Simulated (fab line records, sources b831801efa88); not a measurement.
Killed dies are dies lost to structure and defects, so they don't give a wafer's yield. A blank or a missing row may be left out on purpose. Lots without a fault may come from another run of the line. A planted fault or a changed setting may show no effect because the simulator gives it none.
fab line records | flow sfq_line
record lots=14 wafers=42 last_day=92
route steps=325 shown I6@277
lots that met no fault: from a run of the same line without faults
start_h: hours from the record's first day to the start of the lot's first wafer shown | wait_h: hours since the lot's step before | " the same as in the row above | L1.1+2: a row that stands for several wafers | - no value, or no start given | * or withheld: withheld | < > ~ a bound
route shown NAME@n: a module of which the file shows steps, and the number in the route of the first | usual: mean/standard deviation of fault-free wafers | same: alike in all rows | chamber/n: place in a boat | sites: the reading at each site | _std_site: their standard deviation | _edge_site: outer sites' mean less inner sites' | radius_mm: how far each site lies from the wafer's centre | mask NAME#n: copy n | behind: the tool/chamber that last shaped the wafer | hold: why the lot was held/for how many hours/how that ended | device: the transistor (n, p or np) that didn't switch | end of line: the same wafers' tests at the end of the route | a step without rows: its recipe alone | killed: dies lost to structure and defects at the first sort, not the wafer's yield | map: a wafer's dies, x killed, . not, _ none there
set.NAME: the setting as run; set.NAME@STEP: as run at that earlier step | model.NAME: the simulator's own value behind a step, which no gauge read
steps of the route over a sample of lots; a table a step, a row a wafer
services: from which hour (start_h, from the record's first day; less than 0 if before it) a tool's chamber was out of use, for how many hours, and why
## steps
# step SFQ_TRILAYER_I6_VIA_BARC_OPEN_VIA_ETCH_235
# recipe mask_material=PR chemistry=O2 target_depth_nm=125 target=BARC source_w=500 bias_w=80 pressure_mtorr=30 time_s=41.7
# usual bias_w=79.96/0.24 drypump_motor_current_A=5.7/0.35 oes_product_au=0.685/0.0043 rf_fwd_power_W=494.9/2.2
# columns lot.wafer tool chamber start_h wait_h bias_w drypump_motor_current_A oes_product_au rf_fwd_power_W rf_hours_counter_h
L529.2 rie_diel-02 3 1797.61 0.0 79.86 5.6 0.683 498.8 6
L529.5 " 0 " " 79.78 5.6 0.688 496.4 -
L529.6 " 1 " " 79.73 5.6 0.684 495.8 -
L530.1 rie_diel-03 2 1802.62 0.0 79.77 5.9 0.688 489.4 5
L530.4 " 1 " " 79.98 6.5 0.685 495.1 1
L530.5 " 0 " " 80.25 5.3 0.685 491.9 -
L531.3 rie_diel-04 2 1808.38 0.0 79.83 5.6 0.686 498.1 0
L531.4 " 0 " " 79.56 5.9 0.684 490.7 1
L531.6 " 0 " " 79.85 5.9 0.691 493.4 -
L532.4 rie_diel-02 2 1811.05 0.0 79.71 6.0 0.680 493.5 15
L532.5 " 0 " " 80.24 5.6 0.689 495.4 -
L532.6 " 1 " " 80.50 5.6 0.687 494.8 -
L533.4 rie_diel-04 0 1815.85 0.0 79.92 5.9 0.696 495.8 2
L533.5 " 3 " " 79.63 5.6 0.687 493.0 -
L533.6 " 2 " " 80.07 5.5 0.692 495.0 -
L534.1 rie_diel-02 3 1818.25 0.0 80.11 5.6 0.687 496.0 6
L534.2 " 1 " " 79.73 5.6 0.682 498.2 15
L534.4 " 0 " " 79.85 5.6 0.692 492.6 6
L536.2 rie_diel-02 2 1824.25 0.0 80.05 6.0 0.687 494.1 15
L536.5 " 1 " " 80.15 5.6 0.691 499.7 -
L536.6 " 2 " " 80.00 6.1 0.687 492.6 -
L537.2 rie_diel-03 1 1915.40 0.0 79.54 6.5 0.679 493.7 2
L537.3 " 3 " " 80.14 5.6 0.685 496.5 17
L537.6 " 1 " " 79.51 6.5 0.687 496.1 -
L539.1 rie_diel-03 3 1923.80 0.0 80.19 5.6 0.686 578.4 17
L539.3 " 0 " " 80.17 5.3 0.685 573.8 4
L539.4 " 2 " " 80.25 5.9 0.676 570.9 5
L540.1 rie_diel-03 1 1927.53 0.0 80.23 6.5 0.687 575.6 2
L540.3 " 2 " " 79.98 5.9 0.685 572.9 6
L540.6 " 0 " " 79.81 5.3 0.694 574.2 -
L547.2 rie_diel-03 1 1998.58 0.0 79.73 6.5 0.686 494.5 3
L547.5 " 2 " " 79.62 5.9 0.672 493.3 -
L547.6 " 1 " " 79.72 6.5 0.684 496.7 -
L548.1 rie_diel-02 1 2023.26 0.0 80.08 5.6 0.683 493.9 18
L548.3 " 0 " " 80.26 5.6 0.678 497.3 10
L548.5 " 0 " " 80.07 5.6 0.681 497.1 -
L549.2 rie_diel-02 2 2032.86 0.0 79.92 6.0 0.689 494.6 18
L549.4 " 0 " " 80.30 5.6 0.694 496.3 10
L549.6 " 3 " " 79.54 5.6 0.683 496.8 -
L550.3 rie_diel-03 1 2036.46 0.0 79.77 6.5 0.687 495.9 4
L550.4 " 3 " " 80.18 5.6 0.687 496.0 1
L550.5 " 3 " " 79.90 5.6 0.679 497.9 -
## services
# columns tool chamber start_h hours kind
rie_diel-04 1 1822.58 - clean
rie_diel-04 1 1822.58 27.4 scheduled_down
rie_diel-04 1 1822.58 27.4 vent_cycle
rie_diel-03 - 1824.55 0.2 repair
rie_diel-02 - 1861.09 2.8 pm
rie_diel-04 1 1862.98 8.7 repair
rie_diel-03 3 1878.82 13.1 repair
rie_diel-03 1 1887.14 1.2 repair
rie_diel-03 3 1925.31 - clean
rie_diel-03 3 1925.31 17.0 scheduled_down
rie_diel-03 3 1925.31 17.0 vent_cycle
rie_diel-04 1 1932.52 3.6 repair
rie_diel-02 1 2001.44 6.1 repair
rie_diel-02 - 2010.86 0.3 repair
rie_diel-04 - 2020.94 2.8 pm
rie_diel-03 1 2022.44 6.3 repair
rie_diel-03 2 2028.33 7.8 repair
## key
first_sign step=SFQ_TRILAYER_I6_VIA_BARC_OPEN_VIA_ETCH_235 reading=rf_fwd_power_W direction=up sigmas=36 usual=494.9 struck=574.3
effect none on later readings
met_at SFQ_TRILAYER_I6_VIA_BARC_OPEN_VIA_ETCH_235
struck_lots L539,L540
onset_between 1915.40 1923.80
fault kind=process_parameter_drift tool=rie_diel-03 chamber=- onset_h=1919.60 steps=SFQ_TRILAYER_I6_VIA_BARC_OPEN_VIA_ETCH_235 channel=source_w offset=80 shape=step end_h=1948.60 acts_in=these_recipes_only stated=500
